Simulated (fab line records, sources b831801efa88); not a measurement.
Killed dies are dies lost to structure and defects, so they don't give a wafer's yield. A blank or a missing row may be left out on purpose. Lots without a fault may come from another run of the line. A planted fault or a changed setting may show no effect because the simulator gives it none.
Chamber matching | flow sky130 | SKY_FIELD_ISO_ETCH_14 on rie_diel-04: 3 sister chambers
The step etches BARC in N2/H2, stops on SiO2, time 45.9 s, target depth 60 nm. 14 wafers are shown with their chamber, then 6 later ones without.

WAFERS WITH THEIR CHAMBER
wafer  | chamber | drypump_motor_current_A (A) | oes_product_au (a.u.) | throttle_valve_pct (%)
L350.2 | 1       | 6.4                         | 0.857                 | 13.227
L350.4 | 1       | 6.5                         | 0.852                 | 13.244
L350.6 | 0       | 6.6                         | 0.852                 | 13.233
L351.1 | 1       | 6.4                         | 0.855                 | 13.224
L351.2 | 0       | 6.6                         | 0.853                 | 13.230
L351.6 | 3       | 5.3                         | 0.855                 | 13.227
L355.2 | 3       | 5.3                         | 0.857                 | 13.222
L355.3 | 1       | 6.5                         | 0.846                 | 13.209
L355.4 | 1       | 6.4                         | 0.853                 | 13.216
L357.1 | 1       | 6.4                         | 0.865                 | 13.226
L357.4 | 0       | 6.6                         | 0.863                 | 13.217
L357.5 | 3       | 5.3                         | 0.854                 | 13.228
L358.1 | 0       | 6.6                         | 0.855                 | 13.224
L358.5 | 0       | 6.6                         | 0.856                 | 13.226

SIGNATURES (means of the wafers above)
reading                 | chamber 0 | chamber 1 | chamber 3 | scatter within a chamber
drypump_motor_current_A | 6.600     | 6.433     | 5.300     | 0.0348
oes_product_au          | 0.85580   | 0.85467   | 0.85533   | 0.00502
throttle_valve_pct      | 13.22600  | 13.22433  | 13.22567  | 0.0089
Rule: a wafer's distance from a chamber is the root of the sum, over the readings, of the square of ((its reading less the chamber's mean) divided by the reading's scatter). The wafer belongs to the nearest chamber; if the next one is less than 2 further off, it can't be placed. The scatter: the root of (the sum of the squares of (reading less its chamber's mean) over the shown wafers, divided by (wafers less chambers)).

WAFERS WITHOUT THEIR CHAMBER
wafer  | drypump_motor_current_A (A) | oes_product_au (a.u.) | throttle_valve_pct (%)
L358.6 | 6.4                         | 0.861                 | 13.226
L359.2 | 6.6                         | 0.859                 | 13.232
L359.4 | 5.3                         | 0.850                 | 13.225
L362.2 | 6.6                         | 0.854                 | 13.209
L362.4 | 5.3                         | 0.848                 | 13.211
L362.6 | 5.3                         | 0.851                 | 13.219

WHICH CHAMBER EACH WENT THROUGH
wafer  | from the rows above | in truth
L358.6 | 1                   | 1
L359.2 | 0                   | 0
L359.4 | 3                   | 3
L362.2 | 0                   | 0
L362.4 | 3                   | 3
L362.6 | 3                   | 3
Placed correctly: 6 of 6. Can't be placed from these rows: 0. Placed wrongly: 0.
